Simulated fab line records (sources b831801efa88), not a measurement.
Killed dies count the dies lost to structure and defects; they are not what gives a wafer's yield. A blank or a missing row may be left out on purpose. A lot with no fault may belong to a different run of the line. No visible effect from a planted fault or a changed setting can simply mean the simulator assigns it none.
Which tool did it? -- flow sky130 -- 13 lots with 39 wafers sampled at 3 steps, on a route of 708 steps

## WHAT THE GAUGES SHOWED, per wafer
SKY_VIA4_BOW_MEAS_03.
lot,measured,on,VIA4_BOW (um)
L244,day 43 15:31,film_metro-04,89 87 82
L245,day 43 20:59,film_metro-01,70 71 81
L246,day 44 00:09,film_metro-01,74 76 69
L248,day 44 09:41,film_metro-01,74 79 75
L249,day 44 12:28,film_metro-02,79 64 91
L252,day 44 13:11,film_metro-04,81 70 82
L251,day 44 14:20,film_metro-04,79 81 96
L258,day 49 01:27,film_metro-02,88 80 96
L259,day 49 11:12,film_metro-04,81 75 85
L261,day 49 13:43,film_metro-01,80 84 80
L265,day 49 16:00,film_metro-01,78 80 66
L267,day 49 17:34,film_metro-04,87 84 88
L266,day 49 18:20,film_metro-02,87 80 78

SKY_VIA4_OVL_MEAS_11.
lot,measured,on,VIA4_OVL (nm)
L244,day 44 14:42,overlay-01,-2.5 -1.5 -0.5
L245,day 44 20:25,overlay-02,0.5 -0.5 1.1
L246,day 44 23:54,overlay-01,3.0 0.1 0.7
L248,day 45 08:57,overlay-02,-0.7 1.4 2.1
L249,day 45 11:43,overlay-02,1.5 0.9 2.2
L252,day 45 12:22,overlay-01,1.0 1.4 1.3
L251,day 45 13:45,overlay-01,-0.5 -2.1 -1.6
L258,day 49 19:45,overlay-01,0.8 -0.9 -0.3
L259,day 50 04:35,overlay-02,-1.6 -1.2 -0.9
L261,day 50 07:05,overlay-02,-0.2 0.4 0.0
L265,day 50 08:59,overlay-02,-0.3 -2.5 -0.9
L267,day 50 10:37,overlay-02,-1.4 -2.2 -1.3
L266,day 50 11:32,overlay-02,1.8 1.3 0.3

SKY_METAL5_RS_MEAS_05: measures by four-point-probe.
lot,measured,on,METAL5_ALCU_RS (ohm/sq)
L244,day 44 16:37,film_metro-02,0.0263 0.0269 0.0262
L245,day 44 22:00,film_metro-03,0.0266 0.0263 0.0267
L246,day 45 01:29,film_metro-03,0.0276 0.0273 0.0275
L248,day 45 10:32,film_metro-03,0.0267 0.0263 0.0268
L249,day 45 13:27,film_metro-03,0.0275 0.0274 0.0277
L252,day 45 13:56,film_metro-03,0.0264 0.0264 0.0265
L251,day 45 15:20,film_metro-01,0.0275 0.0272 0.0273
L258,day 49 21:22,film_metro-02,0.0269 0.0270 0.0270
L259,day 50 06:10,film_metro-01,0.0273 0.0270 0.0272
L261,day 50 08:40,film_metro-03,0.0270 0.0266 0.0266
L265,day 50 10:37,film_metro-01,0.0270 0.0272 0.0266
L267,day 50 12:16,film_metro-01,0.0279 0.0272 0.0273
L266,day 50 13:08,film_metro-03,0.0266 0.0270 0.0271

## WHAT TOOL EACH LOT RAN ON (gives the tool, then ch and the chambers of the sampled wafers, and finally the start)
The record holds no process step before these readings.

## WHAT THE TOOLS THEMSELVES READ (means of the sampled wafers that have a number; where no wafer has one, the mark that the record gives instead)
The record holds no such reading with a usual standard deviation.

## THE ANSWER, worked out from the rows above alone
Rule: the lots themselves supply what counts as usual. The widest of any qualifying gaps counts: lots, ordered by their means at a reading, are off when they make up no more than a third of the lots, leave a main group of 4 or more, and stand apart from it by 3 or more times the standard deviation of that group's means. A main group is skipped when, at the precision printed for the reading in the tables above, its means are all equal. A lot without any number at a reading at which 4 lots or more have one is off too. Where the step has rows for the other lots, those lots are counted as sound. The gauges are gone through in route order, then the tools' own readings, and for those a lot's mean is taken as printed above. The first step at which some lot is off is used, and at that step the reading that is off furthest; a lot without a number counts as furthest.
No lot is off at any reading shown: from this, nothing can be told.

## WHAT WAS PUT IN BY THE SIMULATOR
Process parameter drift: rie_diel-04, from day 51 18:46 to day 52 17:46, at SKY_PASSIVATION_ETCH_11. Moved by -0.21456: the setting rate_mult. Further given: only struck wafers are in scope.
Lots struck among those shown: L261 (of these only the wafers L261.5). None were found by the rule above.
